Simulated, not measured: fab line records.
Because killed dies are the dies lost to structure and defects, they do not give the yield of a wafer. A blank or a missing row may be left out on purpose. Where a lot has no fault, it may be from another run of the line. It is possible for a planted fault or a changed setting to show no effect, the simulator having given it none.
The tool behind it: which one?    flow sky130    Sampling: 12 lots, 36 wafers, 5 of 708 route steps

## WHAT THE GAUGES SHOWED, per wafer
SKY_VT_ADJUST_HVTP_OVL_MEAS_08.
lot   measured      on          VT_ADJUST_HVTP_OVL (nm)
L812  day 5 18:18   overlay-02  1.0 -0.2 -1.6
L813  day 6 01:42   overlay-02  -1.8 -0.4 -0.8
L816  day 7 01:16   overlay-01  -0.9 1.6 1.2
L817  day 7 06:40   overlay-01  233.6 232.5 234.5
L818  day 7 16:33   overlay-01  233.9 234.3 233.4
L820  day 8 01:25   overlay-02  234.3 233.9 233.4
L821  day 8 20:53   overlay-01  234.1 233.9 233.3
L824  day 9 11:43   overlay-01  -0.5 -0.8 -1.9
L827  day 9 23:09   overlay-02  -0.1 -0.4 1.1
L831  day 11 02:39  overlay-01  1.5 0.1 1.5
L833  day 11 17:13  overlay-01  1.1 -0.3 0.4
L834  day 12 00:12  overlay-02  0.5 -0.5 -0.3

SKY_VT_ADJUST_NCORE_OVL_MEAS_08.
lot   measured      on          VT_ADJUST_NCORE_OVL (nm)
L812  day 8 06:21   overlay-02  2.1 2.4 1.8
L813  day 8 14:54   overlay-02  1.3 0.7 1.9
L816  day 9 15:49   overlay-01  2.1 1.0 4.2
L817  day 10 00:39  overlay-01  -1.5 -1.0 -0.7
L818  day 10 13:19  overlay-01  0.4 0.7 0.0
L820  day 10 20:15  overlay-01  0.4 0.3 -0.4
L821  day 11 19:26  overlay-02  -1.6 -1.0 -0.6
L824  day 12 10:34  overlay-02  -2.0 -2.3 -2.9
L827  day 12 22:42  overlay-02  -1.5 0.0 -1.7
L831  day 14 06:25  overlay-01  2.0 1.3 1.4
L833  day 14 22:43  overlay-01  0.7 0.2 0.7
L834  day 15 06:30  overlay-02  -4.2 -3.1 -2.6

## WHAT TOOL EACH LOT RAN ON (gives the tool, then ch and the chambers of the sampled wafers, and finally the start)
lot   SKY_FIELD_ISO_ETCH_17            SKY_VT_ADJUST_HVTP_EXPOSE_04         SKY_VT_ADJUST_HVTP_STRIP_10
L812  rie-si-02 ch 1,2, day 2 04:08    iline-stepper-02 ch 0, day 5 09:08   plasma-asher-03 ch 0,1, day 5 18:29
L813  rie-si-01 ch 1,2,3, day 2 09:23  iline-stepper-01 ch 0, day 5 16:48   plasma-asher-03 ch 0, day 6 01:53
L816  rie-si-02 ch 1,2, day 3 03:08    iline-stepper-02 ch 0, day 6 16:11   plasma-asher-02 ch 0,1, day 7 01:28
L817  rie-si-01 ch 1,2, day 3 07:17    iline-stepper-02 ch 0, day 6 20:47   plasma-asher-04 ch 0,1, day 7 06:51
L818  rie-si-02 ch 1,3, day 3 12:05    iline-stepper-02 ch 0, day 7 06:34   plasma-asher-04 ch 0,1, day 7 16:46
L820  rie-si-02 ch 0,1,3, day 3 20:32  iline-stepper-02 ch 0, day 7 14:45   plasma-asher-04 ch 1, day 8 01:36
L821  rie-si-01 ch 0,2, day 4 15:30    iline-stepper-02 ch 0, day 8 10:56   plasma-asher-02 ch 0,1, day 8 21:05
L824  rie-si-02 ch 2,3, day 4 20:20    iline-stepper-01 ch 0, day 8 23:41   plasma-asher-02 ch 0,1, day 9 11:53
L827  rie-si-01 ch 1,2,3, day 5 08:50  iline-stepper-01 ch 0, day 9 12:08   plasma-asher-02 ch 0,1, day 9 23:20
L831  rie-si-01 ch 0,1,2, day 6 07:44  iline-stepper-01 ch 0, day 10 15:39  plasma-asher-04 ch 0,1, day 11 02:50
L833  rie-si-01 ch 0,2,3, day 6 20:05  iline-stepper-01 ch 0, day 11 05:03  plasma-asher-02 ch 0,1, day 11 17:23
L834  rie-si-02 ch 1,2,3, day 6 23:39  iline-stepper-01 ch 0, day 11 12:40  plasma-asher-04 ch 0,1, day 12 00:23
- SKY_FIELD_ISO_ETCH_17: etches Si in HBr/Cl2/O2, target depth 342 nm, time 97.7 s.
- SKY_VT_ADJUST_HVTP_EXPOSE_04: exposes mask HVTPM, target cd 380 nm.
- SKY_VT_ADJUST_HVTP_STRIP_10: strips in O2/N2.

## AS READ BY THE TOOLS THEMSELVES (means over the sampled wafers that have a number; for cases with no such wafer, the mark the record gives instead)
SKY_FIELD_ISO_ETCH_17.
lot   tool       O2_flow_sccm (sccm)  drypump-motor-current-A (A)  oes-product-au (a.u.)  throttle-valve-pct (%)
L812  rie-si-02  5.999                6.0                          0.985                  25.659
L813  rie-si-01  6.015                5.9                          1.016                  25.647
L816  rie-si-02  5.987                5.9                          0.980                  25.660
L817  rie-si-01  5.990                6.0                          1.017                  25.641
L818  rie-si-02  5.991                5.8                          0.977                  25.670
L820  rie-si-02  6.019                5.6                          0.989                  25.660
L821  rie-si-01  6.028                5.9                          1.021                  25.649
L824  rie-si-02  5.999                5.1                          0.994                  25.666
L827  rie-si-01  6.007                5.9                          1.015                  25.647
L831  rie-si-01  5.994                6.0                          1.008                  25.664
L833  rie-si-01  6.008                5.8                          1.015                  25.648
L834  rie-si-02  5.989                5.5                          1.003                  25.657

SKY_VT_ADJUST_HVTP_EXPOSE_04.
lot   tool              focus-offset-nm (nm)
L812  iline-stepper-02  -0.3
L813  iline-stepper-01  0.2
L816  iline-stepper-02  -0.3
L817  iline-stepper-02  0.2
L818  iline-stepper-02  0.5
L820  iline-stepper-02  0.1
L821  iline-stepper-02  -0.2
L824  iline-stepper-01  0.2
L827  iline-stepper-01  -0.6
L831  iline-stepper-01  -0.5
L833  iline-stepper-01  0.1
L834  iline-stepper-01  -0.6

SKY_VT_ADJUST_HVTP_STRIP_10.
lot   tool             drypump-motor-current-A (A)  oes-product-au (a.u.)  strip-time-to-endpoint-s (s)
L812  plasma-asher-03  5.5                          0.716                  14.14
L813  plasma-asher-03  5.8                          0.716                  14.18
L816  plasma-asher-02  6.2                          0.714                  14.22
L817  plasma-asher-04  5.8                          0.718                  14.12
L818  plasma-asher-04  6.3                          0.715                  14.23
L820  plasma-asher-04  5.3                          0.712                  14.16
L821  plasma-asher-02  6.0                          0.717                  14.20
L824  plasma-asher-02  6.2                          0.716                  14.07
L827  plasma-asher-02  6.0                          0.714                  14.19
L831  plasma-asher-04  6.3                          0.712                  14.18
L833  plasma-asher-02  6.2                          0.716                  14.26
L834  plasma-asher-04  5.8                          0.716                  14.14

## THE ANSWER, worked out from the rows above alone
Rule: what is usual is taken from the lots themselves. The widest of any qualifying gaps counts: lots, ordered by their means at a reading, are off when they make up no more than a third of the lots, leave a main group of 4 or more, and stand apart from it by 3 or more times the standard deviation of that group's means. A main group is skipped when, at the precision printed for the reading in the tables above, its means are all equal. A lot without any number at a reading at which 4 lots or more have one is off too. The other lots that the step has rows for count as sound. Order of review: gauges by route order, followed by the tools' own readings, for which a lot's mean as printed above is used. The first step at which some lot is off is used, and at that step the reading that is off furthest; a lot without a number counts as furthest.
Off: at SKY_VT_ADJUST_HVTP_OVL_MEAS_08 (VT_ADJUST_HVTP_OVL), L817, L818, L820, L821. The main group: mean -0.0 nm, standard deviation 0.7.
If a tool, at a process step before that reading, ran all the lots that are off and no sound lot after the first of them, it fits. The gauges at SKY_VT_ADJUST_HVTP_OVL_MEAS_08 are tried like those tools. One candidate fits, namely iline-stepper-02 at SKY_VT_ADJUST_HVTP_EXPOSE_04. Its last sound lot is L816 (day 6 16:11), its first lot that is off L817 (day 6 20:47): a fault that began between those two fits.

## WHAT THE SIMULATOR HAD PUT IN
Scanner matching overlay: iline-stepper-02, from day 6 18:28 on, at SKY_VT_ADJUST_HVTP_EXPOSE_04. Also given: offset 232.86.
Shown lots that were struck: L817, L818, L820, L821. The rule above found the same.
